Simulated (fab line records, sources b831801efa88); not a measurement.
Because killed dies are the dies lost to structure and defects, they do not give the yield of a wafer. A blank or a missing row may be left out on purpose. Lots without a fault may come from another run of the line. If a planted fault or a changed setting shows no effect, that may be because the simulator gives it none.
Struck lot and sound lot, side by side -- flow sky130 -- 15 steps out of a route of 708
Sound: the wafers L940.1, L940.2, L940.3. Struck: wafers L936.2, L936.4, L936.6. At the end, the cause is stated.
For every step that has rows: the tool of each side, followed by ch and its chambers, followed by its first start. Under that, the readings that differ: sound wafers -- struck wafers -- difference of the means -- sigmas: that difference in standard deviations of wafers without a fault.
alike: a reading whose means differ by less than 2 such deviations, as well as words and numbers matching on both sides. not compared: withheld readings; readings where some wafer has no value; bounds like >300 that might hide an equal value; numbers whose values overlap and for which the record gives no deviation.
Wherever a step has rows on one side only, a row that says differs or no value, or a row with sigmas, the two part there. Numbers that don't overlap but have no deviation are shown without sigmas and don't part them. Lack of a reading on every wafer of one side parts them only where that side has two or more wafers.

first, 9 steps without rows for these wafers: SKY_CAPM_CLEAN_17 (cleans in O3/DIW); SKY_METAL3_DEHYDRATE_05 (time 60 s); SKY_METAL3_HMDS_06 (prime time 60 s); SKY_METAL3_COAT_07 (resist thk 60 nm); SKY_METAL3_COAT_08 (resist thk 1140 nm); SKY_METAL3_SOFTBAKE_09 (time 90 s); SKY_METAL3_EXPOSE_10 (exposes mask MM3, target cd 300 nm); SKY_METAL3_PEB_11; SKY_METAL3_DEVELOP_12 (develop time 60 s).
SKY_METAL3_CD_MEAS_13: target cd 300 nm.
  sound: cd sem-01 at day 42 12:24; struck: cd sem-02 at day 41 10:43
  alike: cd nm
SKY_METAL3_OVL_MEAS_14:
  sound: overlay-02 at day 42 12:31; struck: overlay-02 at day 41 10:49
  alike: METAL3_OVL
SKY_METAL3_DESCUM_15: chemistry O2, time 8 s.
  sound on rie metal-03 ch 0,1, day 42 12:33; struck on rie metal-04 ch 1, day 41 10:51
reading,sound,struck,difference,sigmas
oes product au (a.u.),0.996 0.977 0.987,1.003 1.015 0.999,+0.019,+2
  alike: drypump motor current A, he backside leak sccm
  not compared: rf hours counter h
SKY_METAL3_ETCH_16: etches BARC in N2/H2, stops on SiO2, time 88.2 s, target depth 60 nm.
  sound on rie metal-03 ch 0,1, day 42 12:35; struck on rie metal-04 ch 1, day 41 10:53
reading,sound,struck,difference,sigmas
rf fwd power W (W),497.3 498.7 499.0,574.0 576.3 578.4,+77.9,+43
model.KrF-thick_of_METAL3_COAT_08.thk nm (nm),1076 1075 1083,1066 1069 1068,-10,
  alike: drypump motor current A, h2 flow sccm, he backside leak sccm, oes product au, throttle valve pct
  not compared: rf hours counter h, model.SiO2_of_CAPM_CVD_00.thk nm
SKY_METAL3_ETCH_17: etches SiO2 in C4F8/O2/Ar, stops on TiN, time 3.9 s, target depth 15 nm.
  sound on rie diel-04 ch 1,2,3, day 42 12:41; struck on rie diel-01 ch 1,2, day 41 10:59
  alike: oes product au, rf fwd power W
-- the record jumps here: 7 days lie between the struck wafers' starts before and after (it left off in module METAL3 and takes up again in module PAD_OPEN, whose first step shown is number 708 of the route) --
SKY_PAD_OPEN_PROBE_99:
  only the struck wafers here have rows in the record (prober-02, day 48 04:34); the sound ones have none

## WHERE THEY PART
First at SKY_METAL3_DESCUM_15; last, within this record, at SKY_PAD_OPEN_PROBE_99.

WHY: the cause the simulator had injected
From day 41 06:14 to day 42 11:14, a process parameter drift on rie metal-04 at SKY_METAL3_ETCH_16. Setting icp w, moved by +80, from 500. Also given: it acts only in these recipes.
